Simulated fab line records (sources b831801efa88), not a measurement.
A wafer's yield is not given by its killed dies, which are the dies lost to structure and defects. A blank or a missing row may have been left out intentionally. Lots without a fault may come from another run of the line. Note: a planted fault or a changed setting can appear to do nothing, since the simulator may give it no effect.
Which tool was responsible? ; flow gf180mcu ; 18 wafers from 6 lots sampled at 2 of the route's 602 steps

## WHAT THE GAUGES READ, wafer by wafer
GF_HV_LDD_RS_MEAS_53: uses a four-point probe to measure.
lot;measured;on;HV_LDD_RS (ohm/sq)
L386;day 12 23:27;film_metro-02;418.4 418.2 419.1
L388;day 14 02:19;film_metro-02;417.2 417.0 416.5
L395;day 15 23:26;film_metro-02;418.0 418.4 418.4
L398;day 17 04:10;film_metro-03;373.0 372.8 373.6 373.7 373.2 373.6
L405;day 19 14:20;film_metro-02;417.9 417.3 417.4
L407;day 20 08:07;film_metro-03;417.9 419.6 418.7

## WHICH TOOL RAN EACH LOT (tool, then ch and the chambers of the sampled wafers, then the start)
lot;GF_HV_LDD_IMPLANT_35
L386;implanter-04 ch 0, day 12 03:41
L388;implanter-01 ch 0, day 13 05:01
L395;implanter-01 ch 0, day 15 01:04
L398;implanter-03 ch 0, day 16 04:21
L405;implanter-03 ch 0, day 18 13:54
L407;implanter-03 ch 0, day 19 07:16
- GF_HV_LDD_IMPLANT_35

## THE ANSWER, worked out from the rows above alone
Rule: the usual values come from the lots themselves. The widest of any qualifying gaps counts: lots, ordered by their means at a reading, are off when they make up no more than a third of the lots, leave a main group of 4 or more, and stand apart from it by 3 or more times the standard deviation of that group's means. A main group whose means are all the same, to the digits that the tables above print for the reading, isn't used. Also off: a lot with no number at a reading for which 4 or more lots have one. The other lots that the step has rows for count as sound.
Off: L398, at GF_HV_LDD_RS_MEAS_53 (HV_LDD_RS). The main group: mean 418.0 ohm/sq, standard deviation 0.69.
A tool fits if, at a process step before that reading, it ran every lot that is off, and no sound lot after the first of them. Those tools and the gauges at GF_HV_LDD_RS_MEAS_53 are tried in the same way. No candidate that was tried fits.

## WHAT THE SIMULATOR HAD PUT IN
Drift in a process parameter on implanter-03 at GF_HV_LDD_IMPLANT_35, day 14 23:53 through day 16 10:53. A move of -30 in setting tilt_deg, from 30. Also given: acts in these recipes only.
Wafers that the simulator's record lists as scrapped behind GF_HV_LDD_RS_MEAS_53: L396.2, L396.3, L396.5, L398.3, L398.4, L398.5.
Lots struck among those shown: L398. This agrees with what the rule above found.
